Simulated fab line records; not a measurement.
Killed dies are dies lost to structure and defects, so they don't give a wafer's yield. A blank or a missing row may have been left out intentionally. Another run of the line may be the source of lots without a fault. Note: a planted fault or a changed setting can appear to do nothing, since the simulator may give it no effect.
One fault through the eyes of 2 desks || flow gf180mcu || numbers are kept per desk, each desk with only its own; the story behind them comes last

METROLOGY DESK
What the gauges read, lot by lot, whatever tool the lot ran on: means of the sampled wafers that have a number. The brackets show how far a lot's mean lies from the usual mean; more than 4 standard deviations puts the lot out of limits, marked OUT.
Columns: A = V1_W_RS at GF_V1_RS_MEAS_24, usual 0.330 ohm/sq; B = V1_W_THK at GF_V1_THK_MEAS_25, usual 345 nm
{"lot": "L974", "first seen here": "day 19 14:28", "A": 0.329, "B": 345}
{"lot": "L975", "first seen here": "day 20 04:06", "A": 0.329, "B": 346}
{"lot": "L982", "first seen here": "day 22 10:44", "A": 0.327, "B": 352}
{"lot": "L983", "first seen here": "day 22 14:19", "A": 0.329, "B": 351}
{"lot": "L986", "first seen here": "day 23 15:27", "A": 0.326, "B": 350}
{"lot": "L991", "first seen here": "day 25 09:28", "A": 0.325, "B": 347}
This desk's finding: nothing out of limits on any of the 6 lots.

THE TOOL OWNER'S DESK: pvd-sputter-04
The tool's own readings at GF_M2_SPUTTER_01 (material TiN, target thk 30 nm, time 25 s): means of the sampled wafers that have a number, for each lot that ran on this tool. The brackets show how far a lot's mean lies from the usual mean; more than 4 standard deviations puts the lot out of limits, marked OUT.
Columns: A = cathode-dc-power-W at GF_M2_SPUTTER_01, usual 6499.9 W; B = throttle-valve-pct at GF_M2_SPUTTER_01, usual 29.9 %
{"lot": "L975", "first seen here": "day 20 04:41", "A": 6500.0, "B": 28.7}
{"lot": "L982", "first seen here": "day 22 11:19", "A": 6498.8, "B": 30.4}
{"lot": "L986", "first seen here": "day 23 15:59", "A": 6499.6, "B": 30.0}
This desk's finding: nothing out of limits on any of the 3 lots.

PUT TOGETHER
At the metrology desk, nothing out of limits was observed.
Nothing out of limits was seen by the tool owner's desk.

WHAT WAS PUT IN BY THE SIMULATOR
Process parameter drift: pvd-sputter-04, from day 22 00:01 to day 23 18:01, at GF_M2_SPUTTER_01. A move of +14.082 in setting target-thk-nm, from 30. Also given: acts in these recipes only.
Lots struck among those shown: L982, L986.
